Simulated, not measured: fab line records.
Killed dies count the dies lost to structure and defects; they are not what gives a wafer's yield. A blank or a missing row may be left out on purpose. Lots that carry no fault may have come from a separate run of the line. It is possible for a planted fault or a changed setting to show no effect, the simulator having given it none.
Chamber matching :: flow gf180mcu :: GF_V5_CMP_04 on cmp-02 has 4 sister chambers
The step polishes SiO2. 18 wafers are shown with their chamber, then 9 later ones without.

EACH WAFER AND ITS CHAMBER
wafer: L890.1
chamber: 2
motor_current_A (A): 13.5
edge_zone_pressure_frac: 0.997
head_pressure_psi (psi): 3.991

wafer: L890.3
chamber: 3
motor_current_A (A): 12.7
edge_zone_pressure_frac: 1.004
head_pressure_psi (psi): 3.987

wafer: L890.5
chamber: 0
motor_current_A (A): 11.9
edge_zone_pressure_frac: 0.999
head_pressure_psi (psi): 4.010

wafer: L891.1
chamber: 0
motor_current_A (A): 11.7
edge_zone_pressure_frac: 1.001
head_pressure_psi (psi): 3.992

wafer: L891.4
chamber: 2
motor_current_A (A): 14.2
edge_zone_pressure_frac: 0.999
head_pressure_psi (psi): 3.989

wafer: L891.6
chamber: 2
motor_current_A (A): 13.9
edge_zone_pressure_frac: 0.996
head_pressure_psi (psi): 3.992

wafer: L895.1
chamber: 2
motor_current_A (A): 13.5
edge_zone_pressure_frac: 1.008
head_pressure_psi (psi): 3.996

wafer: L895.2
chamber: 3
motor_current_A (A): 12.0
edge_zone_pressure_frac: 0.995
head_pressure_psi (psi): 3.993

wafer: L895.5
chamber: 0
motor_current_A (A): 11.8
edge_zone_pressure_frac: 0.992
head_pressure_psi (psi): 3.996

wafer: L896.1
chamber: 3
motor_current_A (A): 11.6
edge_zone_pressure_frac: 0.996
head_pressure_psi (psi): 3.998

wafer: L896.5
chamber: 3
motor_current_A (A): 12.4
edge_zone_pressure_frac: 1.000
head_pressure_psi (psi): 4.003

wafer: L896.6
chamber: 2
motor_current_A (A): 14.5
edge_zone_pressure_frac: 0.996
head_pressure_psi (psi): 3.989

wafer: L897.2
chamber: 2
motor_current_A (A): 14.5
edge_zone_pressure_frac: 0.995
head_pressure_psi (psi): 4.008

wafer: L897.3
chamber: 3
motor_current_A (A): 12.7
edge_zone_pressure_frac: 0.996
head_pressure_psi (psi): 4.007

wafer: L897.5
chamber: 1
motor_current_A (A): 14.4
edge_zone_pressure_frac: 1.001
head_pressure_psi (psi): 3.993

wafer: L900.2
chamber: 1
motor_current_A (A): 14.2
edge_zone_pressure_frac: 0.999
head_pressure_psi (psi): 4.008

wafer: L900.3
chamber: 3
motor_current_A (A): 12.4
edge_zone_pressure_frac: 0.993
head_pressure_psi (psi): 4.007

wafer: L900.6
chamber: 2
motor_current_A (A): 13.9
edge_zone_pressure_frac: 1.005
head_pressure_psi (psi): 4.002

SIGNATURES (averages over the wafers above)
reading: motor_current_A
chamber 0: 11.800
chamber 1: 14.300
chamber 2: 14.000
chamber 3: 12.300
scatter within a chamber: 0.38

reading: edge_zone_pressure_frac
chamber 0: 0.99733
chamber 1: 1.00000
chamber 2: 0.99943
chamber 3: 0.99733
scatter within a chamber: 0.00447

reading: head_pressure_psi
chamber 0: 3.99933
chamber 1: 4.00050
chamber 2: 3.99529
chamber 3: 3.99917
scatter within a chamber: 0.00816
Rule: a wafer's distance from a chamber is the root of the sum, over the readings, of the square of ((its reading less the chamber's mean) divided by the reading's scatter). The wafer belongs to the nearest chamber; if the next one is less than 2 further off, it can't be placed. The scatter: the root of (the sum of the squares of (reading less its chamber's mean) over the shown wafers, divided by (wafers less chambers)).

WAFERS WITH NO CHAMBER GIVEN
wafer: L902.1
motor_current_A (A): 11.3
edge_zone_pressure_frac: 0.993
head_pressure_psi (psi): 4.002

wafer: L902.2
motor_current_A (A): 11.9
edge_zone_pressure_frac: 1.003
head_pressure_psi (psi): 3.986

wafer: L902.4
motor_current_A (A): 13.8
edge_zone_pressure_frac: 0.994
head_pressure_psi (psi): 4.005

wafer: L912.3
motor_current_A (A): 11.5
edge_zone_pressure_frac: 0.995
head_pressure_psi (psi): 3.995

wafer: L912.4
motor_current_A (A): 13.8
edge_zone_pressure_frac: 0.993
head_pressure_psi (psi): 4.012

wafer: L912.5
motor_current_A (A): 11.4
edge_zone_pressure_frac: 1.002
head_pressure_psi (psi): 3.991

wafer: L913.1
motor_current_A (A): 11.4
edge_zone_pressure_frac: 1.003
head_pressure_psi (psi): 4.004

wafer: L913.3
motor_current_A (A): 11.7
edge_zone_pressure_frac: 1.000
head_pressure_psi (psi): 4.002

wafer: L913.6
motor_current_A (A): 14.3
edge_zone_pressure_frac: 0.987
head_pressure_psi (psi): 4.012

CHAMBER TAKEN BY EACH
wafer: L902.1
from the rows above: can't be placed: 0 or 3
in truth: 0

wafer: L902.2
from the rows above: can't be placed: 0 or 3
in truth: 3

wafer: L902.4
from the rows above: can't be placed: 2 or 1
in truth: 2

wafer: L912.3
from the rows above: can't be placed: 0 or 3
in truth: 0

wafer: L912.4
from the rows above: can't be placed: 1 or 2 or 3
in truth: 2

wafer: L912.5
from the rows above: can't be placed: 0 or 3
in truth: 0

wafer: L913.1
from the rows above: can't be placed: 0 or 3
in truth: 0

wafer: L913.3
from the rows above: can't be placed: 0 or 3
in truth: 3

wafer: L913.6
from the rows above: can't be placed: 1 or 2
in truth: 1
Correctly placed: 0 of 9. From these rows, 9 cannot be placed; in 9 the true chamber is one of the candidates. Wrongly placed: 0.
